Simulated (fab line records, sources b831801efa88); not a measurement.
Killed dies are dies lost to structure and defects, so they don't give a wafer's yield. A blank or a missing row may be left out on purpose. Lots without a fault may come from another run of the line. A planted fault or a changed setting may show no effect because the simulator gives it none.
One fault seen from 2 desks | flow sky130 | each desk has only its own numbers; what lay behind them comes last

THE METROLOGY DESK
What the gauges read, lot by lot, whatever tool the lot ran on: means of the sampled wafers that have a number. A lot is out of limits, marked OUT, if its mean lies more than 4 standard deviations from the usual mean; the brackets give that distance.
Columns: A = cd_nm at SKY_POLY_GATE_CD_MEAS_22, usual 150.1 nm
lot  | first seen here | A
L638 | day 16 17:56    | 152.6
L639 | day 17 04:16    | 148.8
L644 | day 19 06:42    | 149.6
L643 | day 19 07:53    | 150.1
L645 | day 19 12:33    | 149.2
L646 | day 19 23:13    | 147.7
L648 | day 21 13:19    | 148.3
L647 | day 21 13:26    | 150.5
L656 | day 23 23:25    | 151.7
L657 | day 24 04:01    | 152.1
L658 | day 24 08:46    | 150.0
L659 | day 24 14:50    | 152.5
L660 | day 24 20:30    | 152.4
This desk's finding: nothing out of limits on any of the 13 lots.

THE TOOL OWNER'S DESK: litho_track-03
The tool's own readings at SKY_LDD_HVP_DEVELOP_06 (develop time 60 s): means of the sampled wafers that have a number, for each lot that ran on this tool. A lot is out of limits, marked OUT, if its mean lies more than 4 standard deviations from the usual mean; the brackets give that distance.
Columns: A = developer_temp_C at SKY_LDD_HVP_DEVELOP_06, usual 22.95 C; B = exhaust_pa at SKY_LDD_HVP_DEVELOP_06, usual 45.0 Pa
lot  | first seen here | A                | B
L644 | day 24 09:50    | 22.99            | 46.8
L646 | day 25 01:05    | 23.02            | 45.3
L648 | day 26 12:56    | 23.83 (+9.9) OUT | 46.1
L647 | day 26 14:05    | 23.89 (+11) OUT  | 43.8
L657 | day 29 01:43    | 22.88            | 43.6
L658 | day 29 05:37    | 22.88            | 44.3
This desk's finding: out of limits on L647, L648; first on L648, day 26 12:56 (developer_temp_C at SKY_LDD_HVP_DEVELOP_06). In limits: L644, L646, L657, L658.

PUT TOGETHER
The tool owner's desk could have raised an alarm at day 26 12:56, on L647, L648.
The metrology desk saw nothing out of limits.
The metrology desk has L647, L648 on record, within its limits.
Of the lots named, all ran SKY_LDD_HVP_DEVELOP_06 on litho_track-03.

WHAT THE SIMULATOR HAD PUT IN
Process parameter drift: litho_track-03, from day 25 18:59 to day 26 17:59, at SKY_LDD_HVP_DEVELOP_06. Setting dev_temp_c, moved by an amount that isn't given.
Lots struck among those shown: L647, L648.
Hours from the fault's start to each desk's first reading out of limits: the tool owner's desk, 18.
